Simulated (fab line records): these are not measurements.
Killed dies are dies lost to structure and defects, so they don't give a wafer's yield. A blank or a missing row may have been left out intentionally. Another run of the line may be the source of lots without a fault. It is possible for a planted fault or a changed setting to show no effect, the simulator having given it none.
Problem report, 8D (eight disciplines) form, completed by code | flow sky130 | the parts of the form that need people (team, actions taken, sign-off) are left out

## 1. WHAT IS WRONG
rotation_deg at SKY_LDD_N_IMPLANT_14 reads a mean of 339.98 degrees on 6 wafers of 2 lots; wafers without a fault read 179.99 degrees with a standard deviation of 0.058. So: +99 or more standard deviations from the usual mean.
First observed at day 21 04:35: wafer L995.2, on implanter-02. Wafers with a number at this step in the record: 18, from 6 lots. The rule behind "out" and "out of limits": a value lying over 4 standard deviations away from the usual mean. The other wafers with a number count as sound.

## 2. WHAT IT IS, WHAT IT ISN'T
question                    | is                     | is not
which readings at this step | rotation_deg           | beam_energy_keV
which lots                  | L995, L998             | L108, L110, L993, L994
which wafers of those lots  | all that have a number | -
read on which tools         | implanter-02           | implanter-03, implanter-04
when                        | from day 21 04:35      | up to then (6 sound wafers); but 6 sound wafers of L108, L110 came after

## 3. SUSPECTS, AND WHAT RULES EACH OUT
Counting: a tool stays on the suspect list if, at a process step up to the reading, it processed all lots that are out and no sound lot following the first of them.
- implanter-02 at SKY_LDD_N_IMPLANT_14: ruled out as a lasting fault. The sound lots L108 went through it after L995, its earliest lot that is out (day 21 04:35).
Left after counting: nothing in the record.

## 4. THE CAUSE (what the simulator had put in)
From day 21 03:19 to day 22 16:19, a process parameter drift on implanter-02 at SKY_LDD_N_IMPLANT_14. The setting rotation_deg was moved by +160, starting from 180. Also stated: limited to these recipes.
Counting ruled it out, wrongly.

## 5. SEQUENCE OF EFFECTS, ordered by route
One row per reading whose mean, taken over the struck wafers that have a number, lies over 3 standard deviations from the usual. Readings are gone through only where the record gives a usual standard deviation; hours: the median, over the lots, of the time from a lot's start at the first step in this table giving one to that lot's start at this step; sigmas: the change measured in usual standard deviations.
hours | step                 | reading      | usual          | on struck wafers | change  | sigmas
0     | SKY_LDD_N_IMPLANT_14 | rotation_deg | 179.99 degrees | 339.98           | +159.99 | +99 or more
Its process steps:
- SKY_LDD_N_IMPLANT_14

## 6. HOW IT WOULD HAVE BEEN CAUGHT EARLIER
In this record the first reading out of limits was taken at day 21 04:35, 1 hour after the fault began at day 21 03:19.
